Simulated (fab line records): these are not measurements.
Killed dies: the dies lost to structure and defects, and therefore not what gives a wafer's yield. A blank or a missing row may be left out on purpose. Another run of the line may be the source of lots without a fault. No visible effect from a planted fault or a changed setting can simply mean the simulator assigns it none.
Which of the tools did it? ; flow sky130 ; 13 lots with 39 wafers sampled at 3 steps, on a route of 708 steps

== WHAT EACH GAUGE READ, for each wafer ==
SKY_POLY_GATE_THK_MEAS_01. Usual: POLY_GATE_CVD_00_THK 179.4 nm, standard deviation 1.8.
lot;measured;on;POLY_GATE_CVD_00_THK (nm);flag
L190;day 13 15:34;film metro-01;183.5 180.8 182.0;
L192;day 14 01:52;film metro-03;177.9 178.8 175.7;
L193;day 14 17:15;film metro-01;181.5 182.3 182.3;
L194;day 15 04:31;film metro-01;180.0 180.0 179.9;
L198;day 16 06:43;film metro-04;180.0 180.0 180.1;
L200;day 17 04:35;film metro-04;177.9 177.6 177.9;
L202;day 17 21:37;film metro-04;179.7 180.5 179.8;
L203;day 18 08:02;film metro-04;177.6 178.3 179.5;
L204;day 18 13:52;film metro-01;176.4 176.8 177.6;
L206;day 20 11:06;film metro-04;177.8 178.0 179.2;
L211;day 21 15:28;film metro-01;178.3 178.9 180.6;
L210;day 21 20:24;film metro-04;175.8 177.9 179.6;
L212;day 21 22:38;film metro-01;178.8 178.0 178.6;

SKY_POLY_GATE_CD_MEAS_22. Usual: 149.4 nm for cd nm, sd 2.8.
lot;measured;on;cd nm (nm);flag
L190;day 16 00:15;cd sem-02;151.9 152.0 150.9;
L192;day 16 11:28;cd sem-01;148.8 148.7 146.4;
L193;day 17 06:05;cd sem-01;153.6 151.3 152.0;
L194;day 17 16:05;cd sem-01;147.1 150.1 147.5;
L198;day 18 22:53;cd sem-01;144.6 145.9 149.0;
L200;day 19 20:16;cd sem-02;148.8 146.6 149.2;
L202;day 20 14:42;cd sem-02;150.8 150.5 146.1;
L203;day 21 00:48;cd sem-02;151.6 155.0 150.5;
L204;day 21 07:40;cd sem-02;147.7 150.1 153.1;
L206;day 23 03:28;cd sem-02;147.8 151.1 151.5;
L211;day 24 12:18;cd sem-01;148.8 147.8 147.0;
L210;day 24 13:30;cd sem-01;146.8 147.3 151.2;
L212;day 24 14:45;cd sem-02;153.6 150.0 152.3;

== WHAT TOOL EACH LOT RAN ON (gives the tool, then ch and the chambers of the sampled wafers, and finally the start) ==
lot;SKY_POLY_GATE_ETCH_17
L190;rie si-01 ch 0,1,3, day 15 22:44
L192;rie si-02 ch 1,2,3, day 16 09:45
L193;rie si-02 ch 1,2,3, day 17 03:23
L194;rie si-01 ch 2,3, day 17 14:17
L198;rie si-01 ch 0,1,3, day 18 20:26
L200;rie si-01 ch 1,3, day 19 18:24
L202;rie si-01 ch 1,2,3, day 20 13:11
L203;rie si-02 ch 0,3, day 20 23:02
L204;rie si-01 ch 0,1,2, day 21 06:06
L206;rie si-01 ch 0,2, day 23 01:11
L211;rie si-02 ch 1,2,3, day 24 06:11
L210;rie si-01 ch 0,1,3, day 24 10:57
L212;rie si-02 ch 0,1,3, day 24 12:57
- SKY_POLY_GATE_ETCH_17: etches poly-Si in HBr/Cl2, stops on SiO2, target depth 180 nm, time 70.5 s.

== AS READ BY THE TOOLS THEMSELVES (means over the sampled wafers that have a number; for cases with no such wafer, the mark the record gives instead) ==
SKY_POLY_GATE_ETCH_17. Usual: drypump motor current A 5.6 A, standard deviation 0.54; oes product au 0.986 a.u., standard deviation 0.0082; throttle valve pct 33.683 %, standard deviation 0.0085.
lot;tool;drypump motor current A (A);oes product au (a.u.);throttle valve pct (%);flag
L190;rie si-01;5.5;0.999;33.682;
L192;rie si-02;6.0;0.982;33.683;
L193;rie si-02;6.1;0.984;33.674;
L194;rie si-01;5.2;0.989;33.679;
L198;rie si-01;5.4;0.993;33.679;
L200;rie si-01;5.1;0.983;33.689;
L202;rie si-01;5.1;0.993;33.685;
L203;rie si-02;6.0;0.984;33.689;
L204;rie si-01;5.4;0.987;33.679;
L206;rie si-01;5.4;0.983;33.681;
L211;rie si-02;6.1;0.980;33.670;
L210;rie si-01;5.4;0.985;33.683;
L212;rie si-02;6.2;0.980;33.682;

== THE ANSWER, worked out from the rows above alone ==
Rule: lot off if the mean of its wafers having a number is beyond 3 standard deviations from the usual mean. Also off: a lot with no number at a reading for which 4 or more lots have one. Where the step has rows for the other lots, those lots are counted as sound. Order of review: gauges by route order, followed by the tools' own readings, for which a lot's mean as printed above is used. The first step at which some lot is off is used, and at that step the reading that is off furthest; a lot without a number counts as furthest.
No lot is off at any reading shown: from this, nothing can be told.

== WHAT THE SIMULATOR HAD PUT IN ==
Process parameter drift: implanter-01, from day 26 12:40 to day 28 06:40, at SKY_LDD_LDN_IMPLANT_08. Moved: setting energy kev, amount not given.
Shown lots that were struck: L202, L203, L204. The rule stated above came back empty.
